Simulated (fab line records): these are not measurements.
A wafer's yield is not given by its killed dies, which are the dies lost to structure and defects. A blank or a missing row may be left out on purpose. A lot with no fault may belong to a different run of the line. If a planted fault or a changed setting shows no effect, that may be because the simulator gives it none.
Which tool is to blame? || flow sky130 || 14 lots with 38 wafers sampled at 5 steps, on a route of 708 steps

## WHAT EACH GAUGE READ, for each wafer
SKY_VIA4_THK_MEAS_01.
{"lot": "L281", "measured": "day 43 03:28", "on": "film-metro-03", "VIA4_HDPCVD_THK (nm)": "1772 1775 1762"}
{"lot": "L282", "measured": "day 43 04:39", "on": "film-metro-03", "VIA4_HDPCVD_THK (nm)": "1750 1766 1759"}
{"lot": "L284", "measured": "day 43 09:49", "on": "film-metro-02", "VIA4_HDPCVD_THK (nm)": "1727 1716 1728"}
{"lot": "L283", "measured": "day 43 11:44", "on": "film-metro-02", "VIA4_HDPCVD_THK (nm)": "1735 1744 1740"}
{"lot": "L285", "measured": "day 43 18:52", "on": "film-metro-02", "VIA4_HDPCVD_THK (nm)": "1757 1760 1749"}
{"lot": "L288", "measured": "day 44 16:14", "on": "film-metro-04", "VIA4_HDPCVD_THK (nm)": "1745 1738 1744"}
{"lot": "L287", "measured": "day 44 21:20", "on": "film-metro-03", "VIA4_HDPCVD_THK (nm)": "1756 1759 1778"}
{"lot": "L290", "measured": "day 45 04:34", "on": "film-metro-03", "VIA4_HDPCVD_THK (nm)": "1741 1764 1741"}
{"lot": "L293", "measured": "day 45 22:20", "on": "film-metro-03", "VIA4_HDPCVD_THK (nm)": "1747 1757 1755"}
{"lot": "L295", "measured": "day 46 11:23", "on": "film-metro-04", "VIA4_HDPCVD_THK (nm)": "1744 1735 1750"}
{"lot": "L297", "measured": "day 47 06:41", "on": "film-metro-03", "VIA4_HDPCVD_THK (nm)": "1760 3412 3407 1760 3414 3408"}
{"lot": "L299", "measured": "day 47 08:15", "on": "film-metro-04", "VIA4_HDPCVD_THK (nm)": "1714 1718 1754"}
{"lot": "L300", "measured": "day 47 12:22", "on": "film-metro-02", "VIA4_HDPCVD_THK (nm)": "3377 3376"}
{"lot": "L301", "measured": "day 47 16:37", "on": "film-metro-02", "VIA4_HDPCVD_THK (nm)": "3409 3410"}

SKY_METAL5_THK_MEAS_06: measures by xrf.
{"lot": "L281", "measured": "day 44 03:37", "on": "film-metro-02", "METAL5_ALCU_THK (nm)": "1129 1134 1146"}
{"lot": "L282", "measured": "day 44 05:20", "on": "film-metro-02", "METAL5_ALCU_THK (nm)": "1123 1142 1126"}
{"lot": "L284", "measured": "day 44 10:44", "on": "film-metro-02", "METAL5_ALCU_THK (nm)": "1140 1150 1157"}
{"lot": "L283", "measured": "day 44 11:19", "on": "film-metro-01", "METAL5_ALCU_THK (nm)": "1132 1135 1142"}
{"lot": "L285", "measured": "day 44 18:54", "on": "film-metro-02", "METAL5_ALCU_THK (nm)": "1157 1141 1125"}
{"lot": "L288", "measured": "day 45 15:25", "on": "film-metro-01", "METAL5_ALCU_THK (nm)": "1120 1105 1121"}
{"lot": "L287", "measured": "day 45 19:55", "on": "film-metro-04", "METAL5_ALCU_THK (nm)": "1129 1115 1115"}
{"lot": "L290", "measured": "day 46 04:17", "on": "film-metro-02", "METAL5_ALCU_THK (nm)": "1123 1115 1120"}
{"lot": "L293", "measured": "day 46 20:11", "on": "film-metro-04", "METAL5_ALCU_THK (nm)": "1132 1125 1130"}
{"lot": "L295", "measured": "day 47 09:40", "on": "film-metro-04", "METAL5_ALCU_THK (nm)": "1140 1144 1145"}
{"lot": "L297", "measured": "day 48 04:14", "on": "film-metro-01", "METAL5_ALCU_THK (nm)": "1143 1125 1129"}
{"lot": "L299", "measured": "day 48 05:13", "on": "film-metro-04", "METAL5_ALCU_THK (nm)": "1146 1151 1157"}
{"lot": "L300", "measured": "day 48 10:14", "on": "film-metro-01", "METAL5_ALCU_THK (nm)": 1124}
{"lot": "L301", "measured": "day 48 13:55", "on": "film-metro-02", "METAL5_ALCU_THK (nm)": 1129}

## WHICH TOOL RAN EACH LOT (tool, then ch and the chambers of the sampled wafers, then the start)
{"lot": "L281", "SKY_VIA3_SPUTTER_20": "pvd-sputter-03, day 41 01:14", "SKY_METAL4_SPUTTER_02": "pvd-sputter-02, day 41 01:57", "SKY_VIA4_HDPCVD_00": "hdpcvd-01 ch 0,1,2, day 43 03:18"}
{"lot": "L282", "SKY_VIA3_SPUTTER_20": "pvd-sputter-01, day 41 02:23", "SKY_METAL4_SPUTTER_02": "pvd-sputter-04, day 41 03:06", "SKY_VIA4_HDPCVD_00": "hdpcvd-01 ch 0,1,2, day 43 04:28"}
{"lot": "L284", "SKY_VIA3_SPUTTER_20": "pvd-sputter-02, day 41 07:50", "SKY_METAL4_SPUTTER_02": "pvd-sputter-04, day 41 08:41", "SKY_VIA4_HDPCVD_00": "hdpcvd-01 ch 0,2, day 43 09:38"}
{"lot": "L283", "SKY_VIA3_SPUTTER_20": "pvd-sputter-03, day 41 09:09", "SKY_METAL4_SPUTTER_02": "pvd-sputter-04, day 41 09:59", "SKY_VIA4_HDPCVD_00": "hdpcvd-01 ch 1,2, day 43 11:33"}
{"lot": "L285", "SKY_VIA3_SPUTTER_20": "pvd-sputter-02, day 41 16:56", "SKY_METAL4_SPUTTER_02": "pvd-sputter-04, day 41 17:46", "SKY_VIA4_HDPCVD_00": "hdpcvd-02 ch 0,1, day 43 18:41"}
{"lot": "L288", "SKY_VIA3_SPUTTER_20": "pvd-sputter-02, day 42 16:04", "SKY_METAL4_SPUTTER_02": "pvd-sputter-04, day 42 16:47", "SKY_VIA4_HDPCVD_00": "hdpcvd-01 ch 1,2, day 44 16:02"}
{"lot": "L287", "SKY_VIA3_SPUTTER_20": "pvd-sputter-02, day 42 21:14", "SKY_METAL4_SPUTTER_02": "pvd-sputter-01, day 42 21:57", "SKY_VIA4_HDPCVD_00": "hdpcvd-01 ch 0,1,2, day 44 21:08"}
{"lot": "L290", "SKY_VIA3_SPUTTER_20": "pvd-sputter-03, day 43 04:53", "SKY_METAL4_SPUTTER_02": "pvd-sputter-01, day 43 05:40", "SKY_VIA4_HDPCVD_00": "hdpcvd-02 ch 0,1,2, day 45 04:23"}
{"lot": "L293", "SKY_VIA3_SPUTTER_20": "pvd-sputter-02, day 43 23:19", "SKY_METAL4_SPUTTER_02": "pvd-sputter-04, day 44 00:02", "SKY_VIA4_HDPCVD_00": "hdpcvd-01 ch 0,1,2, day 45 22:08"}
{"lot": "L295", "SKY_VIA3_SPUTTER_20": "pvd-sputter-03, day 44 14:46", "SKY_METAL4_SPUTTER_02": "pvd-sputter-04, day 44 15:29", "SKY_VIA4_HDPCVD_00": "hdpcvd-01 ch 0,1,2, day 46 11:11"}
{"lot": "L297", "SKY_VIA3_SPUTTER_20": "pvd-sputter-03, day 45 10:32", "SKY_METAL4_SPUTTER_02": "pvd-sputter-02, day 45 11:15", "SKY_VIA4_HDPCVD_00": "hdpcvd-01 ch 1,2, day 47 06:31"}
{"lot": "L299", "SKY_VIA3_SPUTTER_20": "pvd-sputter-03, day 45 11:43", "SKY_METAL4_SPUTTER_02": "pvd-sputter-04, day 45 12:25", "SKY_VIA4_HDPCVD_00": "hdpcvd-02 ch 0,2, day 47 08:04"}
{"lot": "L300", "SKY_VIA3_SPUTTER_20": "pvd-sputter-01, day 45 17:07", "SKY_METAL4_SPUTTER_02": "pvd-sputter-01, day 45 17:49", "SKY_VIA4_HDPCVD_00": "hdpcvd-01 ch 2, day 47 12:11"}
{"lot": "L301", "SKY_VIA3_SPUTTER_20": "pvd-sputter-02, day 45 22:18", "SKY_METAL4_SPUTTER_02": "pvd-sputter-04, day 45 23:00", "SKY_VIA4_HDPCVD_00": "hdpcvd-01 ch 2, day 47 16:29"}
- SKY_VIA3_SPUTTER_20: material TiN, target thk 20 nm, time 80 s.
- SKY_METAL4_SPUTTER_02: material AlCu, target thk 735 nm, time 39.1 s.
- SKY_VIA4_HDPCVD_00: deposits SiO2, target thk 1750 nm, time 291.7 s.

## WHAT THE TOOLS THEMSELVES READ (means of the sampled wafers that have a number; where no wafer has one, the mark that the record gives instead)
SKY_VIA3_SPUTTER_20.
{"lot": "L281", "tool": "pvd-sputter-03", "throttle-valve-pct (%)": 30.1}
{"lot": "L282", "tool": "pvd-sputter-01", "throttle-valve-pct (%)": 30.1}
{"lot": "L284", "tool": "pvd-sputter-02", "throttle-valve-pct (%)": 30.6}
{"lot": "L283", "tool": "pvd-sputter-03", "throttle-valve-pct (%)": 31.4}
{"lot": "L285", "tool": "pvd-sputter-02", "throttle-valve-pct (%)": 30.7}
{"lot": "L288", "tool": "pvd-sputter-02", "throttle-valve-pct (%)": 30.1}
{"lot": "L287", "tool": "pvd-sputter-02", "throttle-valve-pct (%)": 29.5}
{"lot": "L290", "tool": "pvd-sputter-03", "throttle-valve-pct (%)": 30.5}
{"lot": "L293", "tool": "pvd-sputter-02", "throttle-valve-pct (%)": 29.6}
{"lot": "L295", "tool": "pvd-sputter-03", "throttle-valve-pct (%)": 29.1}
{"lot": "L297", "tool": "pvd-sputter-03", "throttle-valve-pct (%)": 30.8}
{"lot": "L299", "tool": "pvd-sputter-03", "throttle-valve-pct (%)": 30.4}
{"lot": "L300", "tool": "pvd-sputter-01", "throttle-valve-pct (%)": 31.5}
{"lot": "L301", "tool": "pvd-sputter-02", "throttle-valve-pct (%)": 28.0}

SKY_METAL4_SPUTTER_02.
{"lot": "L281", "tool": "pvd-sputter-02", "throttle-valve-pct (%)": 30.3}
{"lot": "L282", "tool": "pvd-sputter-04", "throttle-valve-pct (%)": 30.0}
{"lot": "L284", "tool": "pvd-sputter-04", "throttle-valve-pct (%)": 29.9}
{"lot": "L283", "tool": "pvd-sputter-04", "throttle-valve-pct (%)": 30.0}
{"lot": "L285", "tool": "pvd-sputter-04", "throttle-valve-pct (%)": 29.3}
{"lot": "L288", "tool": "pvd-sputter-04", "throttle-valve-pct (%)": 30.0}
{"lot": "L287", "tool": "pvd-sputter-01", "throttle-valve-pct (%)": 30.8}
{"lot": "L290", "tool": "pvd-sputter-01", "throttle-valve-pct (%)": 30.4}
{"lot": "L293", "tool": "pvd-sputter-04", "throttle-valve-pct (%)": 29.0}
{"lot": "L295", "tool": "pvd-sputter-04", "throttle-valve-pct (%)": 29.5}
{"lot": "L297", "tool": "pvd-sputter-02", "throttle-valve-pct (%)": 29.6}
{"lot": "L299", "tool": "pvd-sputter-04", "throttle-valve-pct (%)": 29.3}
{"lot": "L300", "tool": "pvd-sputter-01", "throttle-valve-pct (%)": 32.0}
{"lot": "L301", "tool": "pvd-sputter-04", "throttle-valve-pct (%)": 28.5}

## THE ANSWER, worked out from the rows above alone
Rule: what is usual is taken from the lots themselves. Put in order of their means at a reading, lots are off if they are a third of the lots or fewer, leave a main group of 4 or more, and stand apart from it by a gap of 3 or more times the standard deviation of the main group's means; of several such gaps the widest counts. A main group is skipped when, at the precision printed for the reading in the tables above, its means are all equal. Also off: a lot with no number at a reading for which 4 or more lots have one. Where the step has rows for the other lots, those lots are counted as sound. Order of review: gauges by route order, followed by the tools' own readings, for which a lot's mean as printed above is used. The first step at which some lot is off is used, and at that step the reading that is off furthest; a lot without a number counts as furthest.
Off: at SKY_VIA4_THK_MEAS_01 (VIA4_HDPCVD_THK), L297, L300, L301. Main group: mean 1748 nm, sd 14.
If a tool, at a process step before that reading, ran all the lots that are off and no sound lot after the first of them, it fits. Those tools and the gauges at SKY_VIA4_THK_MEAS_01 are tried in the same way. One fits: hdpcvd-01 at SKY_VIA4_HDPCVD_00. A fault onset in the window from L295 (day 46 11:11, its last sound lot) to L297 (day 47 06:31, its first lot off) fits.

## WHAT THE SIMULATOR PUT IN
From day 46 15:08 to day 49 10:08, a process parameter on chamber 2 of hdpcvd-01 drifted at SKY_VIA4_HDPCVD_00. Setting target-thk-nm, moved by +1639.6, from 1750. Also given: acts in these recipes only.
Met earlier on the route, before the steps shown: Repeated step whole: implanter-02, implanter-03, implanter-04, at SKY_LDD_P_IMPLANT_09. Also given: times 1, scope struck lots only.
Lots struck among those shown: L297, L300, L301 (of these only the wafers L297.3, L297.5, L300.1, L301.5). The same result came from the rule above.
